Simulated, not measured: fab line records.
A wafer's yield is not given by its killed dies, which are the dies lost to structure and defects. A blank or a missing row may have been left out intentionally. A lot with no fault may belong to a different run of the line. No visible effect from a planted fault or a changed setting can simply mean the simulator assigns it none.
fab line records / flow gf180mcu
[record] lots = 7 wafers = 21 last-day = 34
route steps=602 shown V5@566 TOP_METAL@567
lots untouched by any fault: they come from a run of this same line in which no faults occurred
start-h: start of the lot's first displayed wafer, in hours after the record's first day / wait-h: hours from the lot's prior step to this one / " repeats the value in the row above / L1.1+2: one row covering several wafers at once / - no value, or no start given / * or withheld: withheld / < > ~ a bound
route shown NAME@n: a module of which the file shows steps, and the number in the route of the first / usual: mean/standard deviation of fault-free wafers / same: alike in all rows / chamber/n: place in a boat / sites: the reading at each site / _std_site: the values' standard deviation / _edge_site: the outer-site mean with the inner-site mean subtracted / radius-mm: how far each site lies from the wafer's centre / mask NAME#n: copy n / behind: the most recent tool/chamber to have shaped the wafer / hold: what put the lot on hold/how long, in hours/how the hold closed / device: transistor that didn't switch, given as n, p or np / end of line: the route-end tests of the same wafers / step lacking rows: just its recipe / killed: the dies lost at the first sort to structure and to defects; this is not the yield of the wafer / map: a wafer's dies, marking killed ones x, the rest . and places with no die _
set.NAME: the setting the step ran with; set.NAME@STEP: the setting that earlier step ran with / model.NAME: the simulator's own value behind a step, which no gauge read
certain route steps with their lots: each step a table, each wafer a row
services: a tool's chamber out of use, with start hour (start-h, from the record's first day; less than 0 if before it), hours out, and reason
[[steps]]
[step GF_V5_CMP_26]
[recipe] stop-on = SiO2 down-force-psi = 3.5 platen-rpm = 60 t-overpolish-s = 15 target-thk-nm = 0 pad-velocity-m-s = 0.94248
[usual] edge-zone-pressure-frac = 1.000/0.0042 motor-current-A = 11.8/1.2 overpolish-run-s = 15.000/0.0085 time-to-endpoint-s = 85/3.7
lot.wafer=L379.4 tool=cmp-01 chamber=2 start-h=661.06 wait-h=0.1 edge-zone-pressure-frac=1.001 motor-current-A=12.8 overpolish-run-s=15.004 time-to-endpoint-s=81
lot.wafer=L379.1 tool=cmp-01 chamber=3 start-h=661.06 wait-h=0.1 edge-zone-pressure-frac=0.993 motor-current-A=13.5 overpolish-run-s=15.003 time-to-endpoint-s=82
lot.wafer=L379.5 tool=cmp-01 chamber=2 start-h=661.06 wait-h=0.1 edge-zone-pressure-frac=0.989 motor-current-A=12.4 overpolish-run-s=15.021 time-to-endpoint-s=80
lot.wafer=L382.4 tool=cmp-01 chamber=3 start-h=685.07 wait-h=0.0 edge-zone-pressure-frac=1.001 motor-current-A=13.0 overpolish-run-s=15.000 time-to-endpoint-s=86
lot.wafer=L382.3 tool=cmp-01 chamber=1 start-h=685.07 wait-h=0.0 edge-zone-pressure-frac=0.997 motor-current-A=12.0 overpolish-run-s=15.001 time-to-endpoint-s=87
lot.wafer=L382.6 tool=cmp-01 chamber=0 start-h=685.07 wait-h=0.0 edge-zone-pressure-frac=1.007 motor-current-A=10.9 overpolish-run-s=15.000 time-to-endpoint-s=86
lot.wafer=L388.3 tool=cmp-01 chamber=3 start-h=722.36 wait-h=0.1 edge-zone-pressure-frac=1.004 motor-current-A=13.1 overpolish-run-s=15.004 time-to-endpoint-s=88
lot.wafer=L388.2 tool=cmp-01 chamber=0 start-h=722.36 wait-h=0.1 edge-zone-pressure-frac=1.002 motor-current-A=11.2 overpolish-run-s=14.996 time-to-endpoint-s=90
lot.wafer=L388.5 tool=cmp-01 chamber=2 start-h=722.36 wait-h=0.1 edge-zone-pressure-frac=0.997 motor-current-A=12.3 overpolish-run-s=14.979 time-to-endpoint-s=89
lot.wafer=L389.1 tool=cmp-02 chamber=3 start-h=731.17 wait-h=0.1 edge-zone-pressure-frac=1.000 motor-current-A=11.5 overpolish-run-s=15.020 time-to-endpoint-s=88
lot.wafer=L389.3 tool=cmp-02 chamber=0 start-h=731.17 wait-h=0.1 edge-zone-pressure-frac=0.996 motor-current-A=11.5 overpolish-run-s=14.993 time-to-endpoint-s=78
lot.wafer=L389.5 tool=cmp-02 chamber=1 start-h=731.17 wait-h=0.1 edge-zone-pressure-frac=0.999 motor-current-A=11.5 overpolish-run-s=15.007 time-to-endpoint-s=80
lot.wafer=L390.2 tool=cmp-01 chamber=3 start-h=736.80 wait-h=0.1 edge-zone-pressure-frac=1.008 motor-current-A=13.5 overpolish-run-s=15.012 time-to-endpoint-s=90
lot.wafer=L390.6 tool=cmp-01 chamber=1 start-h=736.80 wait-h=0.1 edge-zone-pressure-frac=0.998 motor-current-A=12.2 overpolish-run-s=14.993 time-to-endpoint-s=91
lot.wafer=L390.5 tool=cmp-01 chamber=2 start-h=736.80 wait-h=0.1 edge-zone-pressure-frac=0.995 motor-current-A=12.7 overpolish-run-s=15.004 time-to-endpoint-s=81
lot.wafer=L396.2 tool=cmp-01 chamber=3 start-h=773.87 wait-h=0.0 edge-zone-pressure-frac=1.001 motor-current-A=13.0 overpolish-run-s=15.002 time-to-endpoint-s=85
lot.wafer=L396.6 tool=cmp-01 chamber=3 start-h=773.87 wait-h=0.0 edge-zone-pressure-frac=1.007 motor-current-A=13.4 overpolish-run-s=15.016 time-to-endpoint-s=88
lot.wafer=L396.5 tool=cmp-01 chamber=0 start-h=773.87 wait-h=0.0 edge-zone-pressure-frac=0.999 motor-current-A=11.5 overpolish-run-s=14.991 time-to-endpoint-s=85
lot.wafer=L398.4 tool=cmp-02 chamber=2 start-h=785.79 wait-h=0.0 edge-zone-pressure-frac=1.001 motor-current-A=9.3 overpolish-run-s=14.999 time-to-endpoint-s=88
lot.wafer=L398.1 tool=cmp-02 chamber=1 start-h=785.79 wait-h=0.0 edge-zone-pressure-frac=1.004 motor-current-A=12.1 overpolish-run-s=15.012 time-to-endpoint-s=84
lot.wafer=L398.5 tool=cmp-02 chamber=3 start-h=785.79 wait-h=0.0 edge-zone-pressure-frac=1.002 motor-current-A=11.3 overpolish-run-s=14.990 time-to-endpoint-s=91
[step GF_TOP_METAL_SPUTTER_00]
[recipe] material = Ti target-thk-nm = 37.5 arriving-ion-energy-ev = 80 substrate-temp-c = 200 chamber-pressure-pa = 2 power-w = 4000 time-s = 150
[step GF_TOP_METAL_SPUTTER_01]
[recipe] material = TiN target-thk-nm = 30 power-w = 6500 time-s = 25 chamber-pressure-pa = 0.4
[usual] throttle-valve-pct = 29.9/1.2
lot.wafer=L379.1 tool=pvd-sputter-01 chamber=- start-h=661.41 wait-h=0.1 throttle-valve-pct=30.5
lot.wafer=L379.4 tool=pvd-sputter-01 chamber=- start-h=661.41 wait-h=0.1 throttle-valve-pct=29.4
lot.wafer=L379.5 tool=pvd-sputter-01 chamber=- start-h=661.41 wait-h=0.1 throttle-valve-pct=28.3
lot.wafer=L382.3 tool=pvd-sputter-04 chamber=- start-h=685.47 wait-h=0.1 throttle-valve-pct=30.8
lot.wafer=L382.4 tool=pvd-sputter-04 chamber=- start-h=685.47 wait-h=0.1 throttle-valve-pct=31.2
lot.wafer=L382.6 tool=pvd-sputter-04 chamber=- start-h=685.47 wait-h=0.1 throttle-valve-pct=30.9
lot.wafer=L388.2 tool=pvd-sputter-04 chamber=- start-h=722.71 wait-h=0.1 throttle-valve-pct=30.9
lot.wafer=L388.3 tool=pvd-sputter-04 chamber=- start-h=722.71 wait-h=0.1 throttle-valve-pct=28.0
lot.wafer=L388.5 tool=pvd-sputter-04 chamber=- start-h=722.71 wait-h=0.1 throttle-valve-pct=31.1
lot.wafer=L389.1 tool=pvd-sputter-01 chamber=- start-h=731.47 wait-h=0.1 throttle-valve-pct=29.3
lot.wafer=L389.3 tool=pvd-sputter-01 chamber=- start-h=731.47 wait-h=0.1 throttle-valve-pct=30.3
lot.wafer=L389.5 tool=pvd-sputter-01 chamber=- start-h=731.47 wait-h=0.1 throttle-valve-pct=29.2
lot.wafer=L390.2 tool=pvd-sputter-04 chamber=- start-h=737.10 wait-h=0.1 throttle-valve-pct=31.0
lot.wafer=L390.5 tool=pvd-sputter-04 chamber=- start-h=737.10 wait-h=0.1 throttle-valve-pct=30.8
lot.wafer=L390.6 tool=pvd-sputter-04 chamber=- start-h=737.10 wait-h=0.1 throttle-valve-pct=31.3
lot.wafer=L396.2 tool=pvd-sputter-01 chamber=- start-h=774.27 wait-h=0.1 throttle-valve-pct=30.7
lot.wafer=L396.5 tool=pvd-sputter-01 chamber=- start-h=774.27 wait-h=0.1 throttle-valve-pct=28.5
lot.wafer=L396.6 tool=pvd-sputter-01 chamber=- start-h=774.27 wait-h=0.1 throttle-valve-pct=29.2
lot.wafer=L398.1 tool=pvd-sputter-01 chamber=- start-h=786.22 wait-h=0.1 throttle-valve-pct=30.6
lot.wafer=L398.4 tool=pvd-sputter-01 chamber=- start-h=786.22 wait-h=0.1 throttle-valve-pct=29.0
lot.wafer=L398.5 tool=pvd-sputter-01 chamber=- start-h=786.22 wait-h=0.1 throttle-valve-pct=30.6
[step GF_TOP_METAL_SPUTTER_02]
[recipe] material = AlCu target-thk-nm = 900 power-w = 10600 chamber-pressure-pa = 0.3 substrate-temp-c = 250 gas = Ar time-s = 47.82
[usual] throttle-valve-pct = 29.9/1.2
lot.wafer=L379.1 tool=pvd-sputter-01 chamber=- start-h=661.44 wait-h=0.0 throttle-valve-pct=30.5
lot.wafer=L379.4 tool=pvd-sputter-01 chamber=- start-h=661.44 wait-h=0.0 throttle-valve-pct=29.4
lot.wafer=L379.5 tool=pvd-sputter-01 chamber=- start-h=661.44 wait-h=0.0 throttle-valve-pct=28.5
lot.wafer=L382.3 tool=pvd-sputter-04 chamber=- start-h=685.50 wait-h=0.0 throttle-valve-pct=30.8
lot.wafer=L382.4 tool=pvd-sputter-04 chamber=- start-h=685.50 wait-h=0.0 throttle-valve-pct=31.7
lot.wafer=L382.6 tool=pvd-sputter-04 chamber=- start-h=685.50 wait-h=0.0 throttle-valve-pct=30.7
lot.wafer=L388.2 tool=pvd-sputter-04 chamber=- start-h=722.74 wait-h=0.0 throttle-valve-pct=31.1
lot.wafer=L388.3 tool=pvd-sputter-04 chamber=- start-h=722.74 wait-h=0.0 throttle-valve-pct=27.9
lot.wafer=L388.5 tool=pvd-sputter-04 chamber=- start-h=722.74 wait-h=0.0 throttle-valve-pct=31.1
lot.wafer=L389.1 tool=pvd-sputter-01 chamber=- start-h=731.50 wait-h=0.0 throttle-valve-pct=29.2
lot.wafer=L389.3 tool=pvd-sputter-01 chamber=- start-h=731.50 wait-h=0.0 throttle-valve-pct=30.6
lot.wafer=L389.5 tool=pvd-sputter-01 chamber=- start-h=731.50 wait-h=0.0 throttle-valve-pct=29.1
lot.wafer=L390.2 tool=pvd-sputter-04 chamber=- start-h=737.13 wait-h=0.0 throttle-valve-pct=31.2
lot.wafer=L390.5 tool=pvd-sputter-04 chamber=- start-h=737.13 wait-h=0.0 throttle-valve-pct=30.9
lot.wafer=L390.6 tool=pvd-sputter-04 chamber=- start-h=737.13 wait-h=0.0 throttle-valve-pct=31.1
lot.wafer=L396.2 tool=pvd-sputter-01 chamber=- start-h=774.30 wait-h=0.0 throttle-valve-pct=30.5
lot.wafer=L396.5 tool=pvd-sputter-01 chamber=- start-h=774.30 wait-h=0.0 throttle-valve-pct=28.9
lot.wafer=L396.6 tool=pvd-sputter-01 chamber=- start-h=774.30 wait-h=0.0 throttle-valve-pct=29.2
lot.wafer=L398.1 tool=pvd-sputter-01 chamber=- start-h=786.25 wait-h=0.0 throttle-valve-pct=30.5
lot.wafer=L398.4 tool=pvd-sputter-01 chamber=- start-h=786.25 wait-h=0.0 throttle-valve-pct=29.1
lot.wafer=L398.5 tool=pvd-sputter-01 chamber=- start-h=786.25 wait-h=0.0 throttle-valve-pct=30.4
[step GF_TOP_METAL_SPUTTER_03]
[recipe] material = Ti target-thk-nm = 5 substrate-temp-c = 300 chamber-pressure-pa = 0.3 power-w = 3000 time-s = 3.3
[usual] throttle-valve-pct = 29.9/1.2
lot.wafer=L379.1 tool=pvd-sputter-01 chamber=- start-h=661.48 wait-h=0.0 throttle-valve-pct=30.4
lot.wafer=L379.4 tool=pvd-sputter-01 chamber=- start-h=661.48 wait-h=0.0 throttle-valve-pct=29.6
lot.wafer=L379.5 tool=pvd-sputter-01 chamber=- start-h=661.48 wait-h=0.0 throttle-valve-pct=28.5
lot.wafer=L382.3 tool=pvd-sputter-04 chamber=- start-h=685.54 wait-h=0.0 throttle-valve-pct=30.9
lot.wafer=L382.4 tool=pvd-sputter-04 chamber=- start-h=685.54 wait-h=0.0 throttle-valve-pct=31.7
lot.wafer=L382.6 tool=pvd-sputter-04 chamber=- start-h=685.54 wait-h=0.0 throttle-valve-pct=30.9
lot.wafer=L388.2 tool=pvd-sputter-04 chamber=- start-h=722.79 wait-h=0.0 throttle-valve-pct=30.9
lot.wafer=L388.3 tool=pvd-sputter-04 chamber=- start-h=722.79 wait-h=0.0 throttle-valve-pct=28.0
lot.wafer=L388.5 tool=pvd-sputter-04 chamber=- start-h=722.79 wait-h=0.0 throttle-valve-pct=31.0
lot.wafer=L389.1 tool=pvd-sputter-01 chamber=- start-h=731.54 wait-h=0.0 throttle-valve-pct=29.2
lot.wafer=L389.3 tool=pvd-sputter-01 chamber=- start-h=731.54 wait-h=0.0 throttle-valve-pct=30.7
lot.wafer=L389.5 tool=pvd-sputter-01 chamber=- start-h=731.54 wait-h=0.0 throttle-valve-pct=29.3
lot.wafer=L390.2 tool=pvd-sputter-04 chamber=- start-h=737.18 wait-h=0.0 throttle-valve-pct=31.0
lot.wafer=L390.5 tool=pvd-sputter-04 chamber=- start-h=737.18 wait-h=0.0 throttle-valve-pct=30.8
lot.wafer=L390.6 tool=pvd-sputter-04 chamber=- start-h=737.18 wait-h=0.0 throttle-valve-pct=31.0
lot.wafer=L396.2 tool=pvd-sputter-01 chamber=- start-h=774.34 wait-h=0.0 throttle-valve-pct=30.5
lot.wafer=L396.5 tool=pvd-sputter-01 chamber=- start-h=774.34 wait-h=0.0 throttle-valve-pct=28.2
lot.wafer=L396.6 tool=pvd-sputter-01 chamber=- start-h=774.34 wait-h=0.0 throttle-valve-pct=29.2
lot.wafer=L398.1 tool=pvd-sputter-01 chamber=- start-h=786.29 wait-h=0.0 throttle-valve-pct=30.6
lot.wafer=L398.4 tool=pvd-sputter-01 chamber=- start-h=786.29 wait-h=0.0 throttle-valve-pct=29.2
lot.wafer=L398.5 tool=pvd-sputter-01 chamber=- start-h=786.29 wait-h=0.0 throttle-valve-pct=30.4
[step GF_TOP_METAL_SPUTTER_04]
[recipe] material = TiN target-thk-nm = 25 power-w = 6500 time-s = 20.8 chamber-pressure-pa = 0.4
[usual] throttle-valve-pct = 29.9/1.2
lot.wafer=L379.1 tool=pvd-sputter-01 chamber=- start-h=661.50 wait-h=0.0 throttle-valve-pct=30.8
lot.wafer=L379.4 tool=pvd-sputter-01 chamber=- start-h=661.50 wait-h=0.0 throttle-valve-pct=29.6
lot.wafer=L379.5 tool=pvd-sputter-01 chamber=- start-h=661.50 wait-h=0.0 throttle-valve-pct=28.8
lot.wafer=L382.3 tool=pvd-sputter-04 chamber=- start-h=685.56 wait-h=0.0 throttle-valve-pct=30.9
lot.wafer=L382.4 tool=pvd-sputter-04 chamber=- start-h=685.56 wait-h=0.0 throttle-valve-pct=31.5
lot.wafer=L382.6 tool=pvd-sputter-04 chamber=- start-h=685.56 wait-h=0.0 throttle-valve-pct=30.8
lot.wafer=L388.2 tool=pvd-sputter-04 chamber=- start-h=722.80 wait-h=0.0 throttle-valve-pct=30.9
lot.wafer=L388.3 tool=pvd-sputter-04 chamber=- start-h=722.80 wait-h=0.0 throttle-valve-pct=27.9
lot.wafer=L388.5 tool=pvd-sputter-04 chamber=- start-h=722.80 wait-h=0.0 throttle-valve-pct=30.9
lot.wafer=L389.1 tool=pvd-sputter-01 chamber=- start-h=731.56 wait-h=0.0 throttle-valve-pct=29.2
lot.wafer=L389.3 tool=pvd-sputter-01 chamber=- start-h=731.56 wait-h=0.0 throttle-valve-pct=30.3
lot.wafer=L389.5 tool=pvd-sputter-01 chamber=- start-h=731.56 wait-h=0.0 throttle-valve-pct=29.1
lot.wafer=L390.2 tool=pvd-sputter-04 chamber=- start-h=737.19 wait-h=0.0 throttle-valve-pct=31.2
lot.wafer=L390.5 tool=pvd-sputter-04 chamber=- start-h=737.19 wait-h=0.0 throttle-valve-pct=30.9
lot.wafer=L390.6 tool=pvd-sputter-04 chamber=- start-h=737.19 wait-h=0.0 throttle-valve-pct=31.2
lot.wafer=L396.2 tool=pvd-sputter-01 chamber=- start-h=774.36 wait-h=0.0 throttle-valve-pct=30.5
lot.wafer=L396.5 tool=pvd-sputter-01 chamber=- start-h=774.36 wait-h=0.0 throttle-valve-pct=28.5
lot.wafer=L396.6 tool=pvd-sputter-01 chamber=- start-h=774.36 wait-h=0.0 throttle-valve-pct=29.1
lot.wafer=L398.1 tool=pvd-sputter-01 chamber=- start-h=786.31 wait-h=0.0 throttle-valve-pct=30.6
lot.wafer=L398.4 tool=pvd-sputter-01 chamber=- start-h=786.31 wait-h=0.0 throttle-valve-pct=29.3
lot.wafer=L398.5 tool=pvd-sputter-01 chamber=- start-h=786.31 wait-h=0.0 throttle-valve-pct=30.4
[step GF_TOP_METAL_RS_MEAS_05]
[recipe] thk-meas-gauge = four-point-probe reads = TiN_of_TOP_METAL_SPUTTER_04+Ti_of_TOP_METAL_SPUTTER_03+AlCu_of_TOP_METAL_SPUTTER_02+TiN_of_TOP_METAL_SPUTTER_01+Ti_of_TOP_METAL_SPUTTER_00
[usual] TOP_METAL_ALCU_RS = 0.0328/0.00045
lot.wafer=L379.1 tool=film-metro-02 chamber=- start-h=661.53 wait-h=0.0 TOP_METAL_ALCU_RS[ohm/sq]=0.0338
lot.wafer=L379.4 tool=film-metro-02 chamber=- start-h=661.53 wait-h=0.0 TOP_METAL_ALCU_RS[ohm/sq]=0.0327
lot.wafer=L379.5 tool=film-metro-02 chamber=- start-h=661.53 wait-h=0.0 TOP_METAL_ALCU_RS[ohm/sq]=0.0330
lot.wafer=L382.3 tool=film-metro-02 chamber=- start-h=685.63 wait-h=0.1 TOP_METAL_ALCU_RS[ohm/sq]=0.0337
lot.wafer=L382.4 tool=film-metro-02 chamber=- start-h=685.63 wait-h=0.1 TOP_METAL_ALCU_RS[ohm/sq]=0.0329
lot.wafer=L382.6 tool=film-metro-02 chamber=- start-h=685.63 wait-h=0.1 TOP_METAL_ALCU_RS[ohm/sq]=0.0333
lot.wafer=L388.2 tool=film-metro-02 chamber=- start-h=722.85 wait-h=0.0 TOP_METAL_ALCU_RS[ohm/sq]=0.0326
lot.wafer=L388.3 tool=film-metro-02 chamber=- start-h=722.85 wait-h=0.0 TOP_METAL_ALCU_RS[ohm/sq]=0.0327
lot.wafer=L388.5 tool=film-metro-02 chamber=- start-h=722.85 wait-h=0.0 TOP_METAL_ALCU_RS[ohm/sq]=0.0327
lot.wafer=L389.1 tool=film-metro-02 chamber=- start-h=731.59 wait-h=0.0 TOP_METAL_ALCU_RS[ohm/sq]=0.0321
lot.wafer=L389.3 tool=film-metro-02 chamber=- start-h=731.59 wait-h=0.0 TOP_METAL_ALCU_RS[ohm/sq]=0.0330
lot.wafer=L389.5 tool=film-metro-02 chamber=- start-h=731.59 wait-h=0.0 TOP_METAL_ALCU_RS[ohm/sq]=0.0322
lot.wafer=L390.2 tool=film-metro-03 chamber=- start-h=737.24 wait-h=0.0 TOP_METAL_ALCU_RS[ohm/sq]=0.0327
lot.wafer=L390.5 tool=film-metro-03 chamber=- start-h=737.24 wait-h=0.0 TOP_METAL_ALCU_RS[ohm/sq]=0.0336
lot.wafer=L390.6 tool=film-metro-03 chamber=- start-h=737.24 wait-h=0.0 TOP_METAL_ALCU_RS[ohm/sq]=0.0331
lot.wafer=L396.2 tool=film-metro-04 chamber=- start-h=774.41 wait-h=0.0 TOP_METAL_ALCU_RS[ohm/sq]=0.0330
lot.wafer=L396.5 tool=film-metro-04 chamber=- start-h=774.41 wait-h=0.0 TOP_METAL_ALCU_RS[ohm/sq]=0.0326
lot.wafer=L396.6 tool=film-metro-04 chamber=- start-h=774.41 wait-h=0.0 TOP_METAL_ALCU_RS[ohm/sq]=0.0325
lot.wafer=L398.1 tool=film-metro-04 chamber=- start-h=786.34 wait-h=0.0 TOP_METAL_ALCU_RS[ohm/sq]=0.0329
lot.wafer=L398.4 tool=film-metro-04 chamber=- start-h=786.34 wait-h=0.0 TOP_METAL_ALCU_RS[ohm/sq]=0.0326
lot.wafer=L398.5 tool=film-metro-04 chamber=- start-h=786.34 wait-h=0.0 TOP_METAL_ALCU_RS[ohm/sq]=0.0329
[step GF_TOP_METAL_THK_MEAS_06]
[recipe] thk-meas-gauge = xrf reads = AlCu_of_TOP_METAL_SPUTTER_02
[usual] TOP_METAL_ALCU_THK = 912/12
lot.wafer=L379.1 tool=film-metro-02 chamber=- start-h=661.65 wait-h=0.1 TOP_METAL_ALCU_THK[nm]=882
lot.wafer=L379.4 tool=film-metro-02 chamber=- start-h=661.65 wait-h=0.1 TOP_METAL_ALCU_THK[nm]=917
lot.wafer=L379.5 tool=film-metro-02 chamber=- start-h=661.65 wait-h=0.1 TOP_METAL_ALCU_THK[nm]=900
lot.wafer=L382.3 tool=film-metro-02 chamber=- start-h=685.73 wait-h=0.1 TOP_METAL_ALCU_THK[nm]=896
lot.wafer=L382.4 tool=film-metro-02 chamber=- start-h=685.73 wait-h=0.1 TOP_METAL_ALCU_THK[nm]=922
lot.wafer=L382.6 tool=film-metro-02 chamber=- start-h=685.73 wait-h=0.1 TOP_METAL_ALCU_THK[nm]=902
lot.wafer=L388.2 tool=film-metro-02 chamber=- start-h=722.96 wait-h=0.1 TOP_METAL_ALCU_THK[nm]=923
lot.wafer=L388.3 tool=film-metro-02 chamber=- start-h=722.96 wait-h=0.1 TOP_METAL_ALCU_THK[nm]=918
lot.wafer=L388.5 tool=film-metro-02 chamber=- start-h=722.96 wait-h=0.1 TOP_METAL_ALCU_THK[nm]=917
lot.wafer=L389.1 tool=film-metro-02 chamber=- start-h=731.71 wait-h=0.1 TOP_METAL_ALCU_THK[nm]=933
lot.wafer=L389.3 tool=film-metro-02 chamber=- start-h=731.71 wait-h=0.1 TOP_METAL_ALCU_THK[nm]=907
lot.wafer=L389.5 tool=film-metro-02 chamber=- start-h=731.71 wait-h=0.1 TOP_METAL_ALCU_THK[nm]=928
lot.wafer=L390.2 tool=film-metro-03 chamber=- start-h=737.35 wait-h=0.1 TOP_METAL_ALCU_THK[nm]=925
lot.wafer=L390.5 tool=film-metro-03 chamber=- start-h=737.35 wait-h=0.1 TOP_METAL_ALCU_THK[nm]=899
lot.wafer=L390.6 tool=film-metro-03 chamber=- start-h=737.35 wait-h=0.1 TOP_METAL_ALCU_THK[nm]=913
lot.wafer=L396.2 tool=film-metro-04 chamber=- start-h=774.52 wait-h=0.1 TOP_METAL_ALCU_THK[nm]=908
lot.wafer=L396.5 tool=film-metro-04 chamber=- start-h=774.52 wait-h=0.1 TOP_METAL_ALCU_THK[nm]=918
lot.wafer=L396.6 tool=film-metro-04 chamber=- start-h=774.52 wait-h=0.1 TOP_METAL_ALCU_THK[nm]=921
lot.wafer=L398.1 tool=film-metro-04 chamber=- start-h=786.46 wait-h=0.1 TOP_METAL_ALCU_THK[nm]=908
lot.wafer=L398.4 tool=film-metro-04 chamber=- start-h=786.46 wait-h=0.1 TOP_METAL_ALCU_THK[nm]=912
lot.wafer=L398.5 tool=film-metro-04 chamber=- start-h=786.46 wait-h=0.1 TOP_METAL_ALCU_THK[nm]=910
[step GF_TOP_METAL_DEHYDRATE_07]
[recipe] temp-c = 200 time-s = 60
[step GF_TOP_METAL_HMDS_08]
[recipe] prime-time-s = 60 prime-temp-c = 120
[step GF_TOP_METAL_COAT_09]
[recipe] resist = NOVOLAK spin-rpm = 3000 resist-thk-nm = 1500
[step GF_TOP_METAL_SOFTBAKE_10]
[recipe] temp-c = 90 time-s = 60 resist = NOVOLAK
[step GF_TOP_METAL_EXPOSE_11]
[recipe] mask-id = MetalTop target-cd-nm = 440 na = 0.6 source-shape = conventional sigma-outer = 0.6 dose-mj = 170
[usual] exposure-dose-mJ-cm2 = 169.92/0.15 focus-offset-nm = -0.1/0.49
lot.wafer=L379.1 tool=iline-stepper-01 chamber=0 start-h=671.46 wait-h=- mask=MetalTop#0 exposure-dose-mJ-cm2=169.72 focus-offset-nm=-1.0
lot.wafer=L379.4 tool=iline-stepper-01 chamber=0 start-h=671.46 wait-h=- mask=MetalTop#0 exposure-dose-mJ-cm2=169.76 focus-offset-nm=-0.1
lot.wafer=L379.5 tool=iline-stepper-01 chamber=0 start-h=671.46 wait-h=- mask=MetalTop#0 exposure-dose-mJ-cm2=169.79 focus-offset-nm=-0.3
lot.wafer=L382.3 tool=iline-stepper-02 chamber=0 start-h=695.17 wait-h=- mask=MetalTop#0 exposure-dose-mJ-cm2=170.13 focus-offset-nm=0.0
lot.wafer=L382.4 tool=iline-stepper-02 chamber=0 start-h=695.17 wait-h=- mask=MetalTop#0 exposure-dose-mJ-cm2=170.08 focus-offset-nm=0.0
lot.wafer=L382.6 tool=iline-stepper-02 chamber=0 start-h=695.17 wait-h=- mask=MetalTop#0 exposure-dose-mJ-cm2=169.79 focus-offset-nm=0.6
lot.wafer=L388.2 tool=iline-stepper-02 chamber=- start-h=731.47 wait-h=- mask=MetalTop#0 exposure-dose-mJ-cm2=- focus-offset-nm=-
lot.wafer=L388.3 tool=iline-stepper-02 chamber=- start-h=731.47 wait-h=- mask=MetalTop#0 exposure-dose-mJ-cm2=- focus-offset-nm=-
lot.wafer=L388.5 tool=iline-stepper-02 chamber=- start-h=731.47 wait-h=- mask=MetalTop#0 exposure-dose-mJ-cm2=- focus-offset-nm=-
lot.wafer=L389.1 tool=iline-stepper-02 chamber=- start-h=740.76 wait-h=- mask=MetalTop#0 exposure-dose-mJ-cm2=- focus-offset-nm=-
lot.wafer=L389.3 tool=iline-stepper-02 chamber=- start-h=740.76 wait-h=- mask=MetalTop#0 exposure-dose-mJ-cm2=- focus-offset-nm=-
lot.wafer=L389.5 tool=iline-stepper-02 chamber=- start-h=740.76 wait-h=- mask=MetalTop#0 exposure-dose-mJ-cm2=- focus-offset-nm=-
lot.wafer=L390.2 tool=iline-stepper-02 chamber=- start-h=745.73 wait-h=- mask=MetalTop#0 exposure-dose-mJ-cm2=- focus-offset-nm=-
lot.wafer=L390.5 tool=iline-stepper-02 chamber=- start-h=745.73 wait-h=- mask=MetalTop#0 exposure-dose-mJ-cm2=- focus-offset-nm=-
lot.wafer=L390.6 tool=iline-stepper-02 chamber=- start-h=745.73 wait-h=- mask=MetalTop#0 exposure-dose-mJ-cm2=- focus-offset-nm=-
lot.wafer=L396.2 tool=iline-stepper-01 chamber=0 start-h=782.08 wait-h=- mask=MetalTop#0 exposure-dose-mJ-cm2=169.70 focus-offset-nm=-0.2
lot.wafer=L396.5 tool=iline-stepper-01 chamber=0 start-h=782.08 wait-h=- mask=MetalTop#0 exposure-dose-mJ-cm2=169.76 focus-offset-nm=-0.3
lot.wafer=L396.6 tool=iline-stepper-01 chamber=0 start-h=782.08 wait-h=- mask=MetalTop#0 exposure-dose-mJ-cm2=169.77 focus-offset-nm=-0.4
lot.wafer=L398.1 tool=iline-stepper-01 chamber=0 start-h=793.80 wait-h=- mask=MetalTop#0 exposure-dose-mJ-cm2=169.88 focus-offset-nm=0.7
lot.wafer=L398.4 tool=iline-stepper-01 chamber=0 start-h=793.80 wait-h=- mask=MetalTop#0 exposure-dose-mJ-cm2=169.97 focus-offset-nm=0.7
lot.wafer=L398.5 tool=iline-stepper-01 chamber=0 start-h=793.80 wait-h=- mask=MetalTop#0 exposure-dose-mJ-cm2=169.77 focus-offset-nm=0.3
[step GF_TOP_METAL_PEB_12]
[recipe] temp-c = withheld time-s = * resist = NOVOLAK
[[services]]
tool=cmp-01 chamber=- start-h=654.54 hours=0.6 kind=repair
tool=iline-stepper-01 chamber=0 start-h=656.44 hours=- kind=calibration
tool=pvd-sputter-04 chamber=- start-h=682.47 hours=2.4 kind=repair
tool=iline-stepper-02 chamber=0 start-h=696.56 hours=- kind=calibration
tool=cmp-02 chamber=- start-h=696.65 hours=1.2 kind=repair
tool=pvd-sputter-01 chamber=- start-h=700.85 hours=8.0 kind=repair
tool=pvd-sputter-04 chamber=- start-h=724.51 hours=5.8 kind=repair
tool=iline-stepper-01 chamber=- start-h=727.67 hours=1.7 kind=pm
tool=cmp-01 chamber=- start-h=744.09 hours=4.0 kind=pm
tool=cmp-01 chamber=- start-h=748.09 hours=- kind=consumable-replace:conditioner
tool=cmp-01 chamber=- start-h=748.09 hours=- kind=consumable-replace:pad
tool=cmp-02 chamber=- start-h=762.48 hours=2.3 kind=pm
tool=pvd-sputter-04 chamber=- start-h=782.84 hours=7.0 kind=repair
tool=cmp-01 chamber=- start-h=786.05 hours=2.0 kind=repair
tool=iline-stepper-02 chamber=- start-h=788.32 hours=2.1 kind=pm
tool=iline-stepper-02 chamber=- start-h=790.41 hours=- kind=consumable-replace:lamp
tool=pvd-sputter-01 chamber=- start-h=790.54 hours=2.9 kind=repair
[[key]]
[first-sign] step = GF_TOP_METAL_EXPOSE_11 reading = tool-record direction = missing
effect none on later readings
met-at GF_TOP_METAL_EXPOSE_11
struck-wafers L388.2,L388.3,L388.5,L389.1,L389.3,L389.5,L390.2,L390.5,L390.6
later-rows-left-out L388.2,L388.3,L388.5,L389.1,L389.3,L389.5,L390.2,L390.5,L390.6
sort-left-out L388.2,L388.3,L388.5,L389.1,L389.3,L389.5,L390.2,L390.5,L390.6
onset-between 695.17 731.47
[fault] kind = skipped-step-whole tool = iline-stepper-02 chamber = - onset-h = 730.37 steps = GF_TOP_METAL_EXPOSE_11 scope = struck-lots-only
// sort-left-out: the simulated sort isn't trusted on such a fault, so these wafers' sort isn't shown, and their yield isn't known
// later-rows-left-out: the simulator's readings of these wafers behind a module that went badly wrong aren't trusted and aren't shown, but for the sort
